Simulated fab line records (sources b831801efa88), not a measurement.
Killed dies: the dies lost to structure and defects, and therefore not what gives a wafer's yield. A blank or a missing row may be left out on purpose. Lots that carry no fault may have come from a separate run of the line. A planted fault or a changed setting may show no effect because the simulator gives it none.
Problem report in the 8D (eight disciplines) form, filled by code :: flow sky130 :: the parts of the form that need people (team, actions taken, sign-off) are left out

== 1. THE ISSUE ==
Wafers without a fault read 29.999 mTorr, standard deviation 0.026; chamberPressureMTorr at SKY_LOCAL_INTERCONNECT_ETCH_13 reads a mean of 36.006 mTorr on 6 wafers belonging to 2 lots. That is +99 or more standard deviations from the usual mean.
The step: etches BARC in N2/H2, stops on SiO2, time 45.9 s, target depth 60 nm.
Seen first at day 34 10:43 on rieMetal-02, wafer L619.2. The record has a number at this step for 33 wafers belonging to 11 lots. The rule behind "out" and "out of limits": a value lying over 4 standard deviations away from the usual mean. The rest of the wafers with a number are treated as sound.

== 2. WHAT THIS IS AND IS NOT ==
question: which readings at this step
is: chamberPressureMTorr
is not: drypumpMotorCurrentA, throttleValvePct

question: which lots
is: L619, L620
is not: L607, L608, L609, L610, L612, L624, L628, L629, L630

question: which wafers of those lots
is: all that have a number
is not: -

question: read on which tools
is: rieMetal-02
is not: rieMetal-01, rieMetal-03

question: when
is: from day 34 10:43
is not: up to then (15 sound wafers); but 12 sound wafers of L624, L628, L629, L630 came after

== 3. THE SUSPECTS, EACH WITH WHAT RULES IT OUT ==
Counting: a tool at a process step up to the reading stays a suspect if it ran every lot that is out and no sound lot after the first of them.
- rieMetal-02 at SKY_LOCAL_INTERCONNECT_ETCH_13 (etches BARC in N2/H2, stops on SiO2, time 45.9 s, target depth 60 nm): kept. It processed each lot that is out, first L619 at day 34 10:43, and no sound lot thereafter; up to then, the last sound lot it processed was L612 at day 31 20:52. On those wafers its own readings are out: chamberPressureMTorr.
Remaining after the count: rieMetal-02 at SKY_LOCAL_INTERCONNECT_ETCH_13.

== 4. THE CAUSE (what the simulator had put in) ==
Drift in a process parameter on rieMetal-02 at SKY_LOCAL_INTERCONNECT_ETCH_13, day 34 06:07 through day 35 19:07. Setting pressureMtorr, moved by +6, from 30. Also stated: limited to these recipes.
After counting, this tool was the only one left.

== 5. SEQUENCE OF EFFECTS, ordered by route ==
Each row: a reading where the mean over the struck wafers with a number is more than 3 standard deviations away from the usual. Only readings whose record carries a usual standard deviation are examined. hours: median over the lots of the time between each lot's start at the first step of this table that gives one and its start at this step. sigmas: the change, counted in usual standard deviations.
hours: 0
step: SKY_LOCAL_INTERCONNECT_ETCH_13
reading: chamberPressureMTorr
usual: 29.999 mTorr
on struck wafers: 36.006
change: +6.007
sigmas: +99 or more
It contains these process steps:
- SKY_LOCAL_INTERCONNECT_ETCH_13: etches BARC in N2/H2, stops on SiO2, time 45.9 s, target depth 60 nm.

== 6. WHAT WOULD HAVE CAUGHT IT SOONER ==
First out-of-limits reading in this record: day 34 10:43, which is 5 hours after fault onset at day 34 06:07.
